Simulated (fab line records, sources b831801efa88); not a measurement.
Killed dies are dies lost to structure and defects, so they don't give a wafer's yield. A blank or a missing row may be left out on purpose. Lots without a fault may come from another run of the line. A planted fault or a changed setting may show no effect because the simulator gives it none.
Split-lot experiment | flow sky130 | 5 lots, 23 wafers read, on a route of 708 steps

THE SPLIT
At SKY_VIA2_COAT_07 (resist thk 450 nm), the setting resist_thk_nm was moved away from the recipe's 450 nm on 7 of the 23 wafers read, by -5.6% to +3.1%. The other wafers ran this setting at the recipe's value.

FROM THE SPLIT TO THE READING: what the file shows between them, 3 steps
- SKY_VIA2_SOFTBAKE_08: time 90 s
- SKY_VIA2_EXPOSE_09: exposes mask VIM2, target cd 200 nm
- SKY_VIA2_ETCH_14: etches BARC in N2/H2, stops on SiO2, time 45.9 s, target depth 60 nm

THE READING
KrF-thick_of_VIA2_COAT_07.thk_nm (the simulator's own value, which no gauge read), in nm, at SKY_VIA2_ETCH_15 (etches SiO2 in C4F8/O2/Ar, stops on TiN, target depth 546 nm, time 84 s). The file gives no usual value for it. The 16 wafers here that ran the recipe average 279.7 nm, standard deviation 2.2 nm.

wafer  | tool, chamber at the split | resist_thk_nm as run, nm | against the recipe | KrF-thick_of_VIA2_COAT_07.thk_nm, nm | against lot-mates on the recipe
L074.1 | litho_track-03, 0          | 424.8                    | -5.6%              | 253.9                                | -26.6
L074.2 | litho_track-03, 0          | 424.8                    | -5.6%              | 251.9                                | -28.6
L074.3 | litho_track-03, 0          | 450                      | recipe             | 280.3                                | -
L074.4 | litho_track-03, 0          | 450                      | recipe             | 278.4                                | -
L074.6 | litho_track-03, 0          | 450                      | recipe             | 282.8                                | -
L075.1 | litho_track-02, 0          | 443.1                    | -1.5%              | 276                                  | -1.4
L075.3 | litho_track-02, 0          | 450                      | recipe             | 279.2                                | -
L075.4 | litho_track-02, 0          | 450                      | recipe             | 275.4                                | -
L075.5 | litho_track-02, 0          | 450                      | recipe             | 277.5                                | -
L075.6 | litho_track-02, 0          | 443.1                    | -1.5%              | 269.3                                | -8.1
L076.1 | litho_track-03, 0          | 464.1                    | +3.1%              | 291.5                                | +13.0
L076.2 | litho_track-03, 0          | 464.1                    | +3.1%              | 296                                  | +17.5
L076.3 | litho_track-03, 0          | 450                      | recipe             | 277.5                                | -
L076.5 | litho_track-03, 0          | 464.1                    | +3.1%              | 296.1                                | +17.6
L076.6 | litho_track-03, 0          | 450                      | recipe             | 279.5                                | -
L077.1 | litho_track-04, 0          | 450                      | recipe             | 280.3                                | -
L077.2 | litho_track-04, 0          | 450                      | recipe             | 282.3                                | -
L077.3 | litho_track-04, 0          | 450                      | recipe             | 278.1                                | -
L077.4 | litho_track-04, 0          | 450                      | recipe             | 283.9                                | -
L077.6 | litho_track-04, 0          | 450                      | recipe             | 277.6                                | -
L081.1 | litho_track-02, 0          | 450                      | recipe             | 279.6                                | -
L081.2 | litho_track-02, 0          | 450                      | recipe             | 281.5                                | -
L081.3 | litho_track-02, 0          | 450                      | recipe             | 282                                  | -

THE FIT
A straight line over all 23 wafers: KrF-thick_of_VIA2_COAT_07.thk_nm changes by +4.76 nm for each +1% of resist_thk_nm; r = +0.97; the points scatter about the line by 2.4 nm.
The same after taking each lot's own level away (the mean of its wafers on the recipe; 23 wafers): +4.91 nm for each +1%; r = +0.98; scatter 2.2 nm.
On that fit, the largest move of resist_thk_nm shifts the reading by 28 nm.
The lots' own levels span 277.37 to 281.03 nm, that is 1.6 times the standard deviation above.
So the lot-to-lot level changes the slope little: the two slopes agree.
Check: with one of the wafers moved furthest among these (-5.6%) left out of the fit, the line predicts -27.5 nm for it against its lot-mates. It came out at -26.6 nm against them.

OTHER SPLITS ON THESE WAFERS
These wafers also went through other splits before the reading. Each is held against what the fit with the lots' levels taken away leaves over:
other split on the same wafers     | wafers away from the commonest value | r with KrF-thick_of_VIA2_COAT_07.thk_nm (lot level and that fit taken away)
SKY_METAL1_COAT_10 resist_thk_nm   | 10                                   | -0.07
SKY_VIA1_CMP_02 leave_above_ref_nm | 11                                   | -0.02
SKY_VIA1_DEVELOP_11 develop_time_s | 8                                    | -0.11
SKY_METAL2_SPUTTER_04 power_w      | 4                                    | +0.13
SKY_METAL2_EXPOSE_12 dose_mj       | 4                                    | +0.06
SKY_METAL2_METAL_ETCH_19 icp_w     | 7                                    | +0.08

THE WHOLE CHAIN: every reading that the file lists as answering this split, in the file's order
step              | what it does                                                            | reading                                                                           | change (the file's fit)              | r (the file's)
SKY_VIA2_COAT_07  | resist thk 450 nm                                                       | KrF-thick_of_VIA2_COAT_07.thk_nm (the simulator's own value, which no gauge read) | +4.47 nm for each +1% of the setting | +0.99
SKY_VIA2_ETCH_14  | etches BARC in N2/H2, stops on SiO2, time 45.9 s, target depth 60 nm    | KrF-thick_of_VIA2_COAT_07.thk_nm (the simulator's own value, which no gauge read) | +4.6 nm for each +1% of the setting  | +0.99
SKY_VIA2_ETCH_15  | etches SiO2 in C4F8/O2/Ar, stops on TiN, target depth 546 nm, time 84 s | KrF-thick_of_VIA2_COAT_07.thk_nm (the simulator's own value, which no gauge read) | +4.86 nm for each +1% of the setting | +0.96
SKY_VIA2_STRIP_16 | strips in O2/N2                                                         | strip_time_to_endpoint_s                                                          | withheld for each +1% of the setting | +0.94

THE FILE'S OWN FIT
KrF-thick_of_VIA2_COAT_07.thk_nm changes by +4.86 nm for each +1% of resist_thk_nm, r = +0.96.
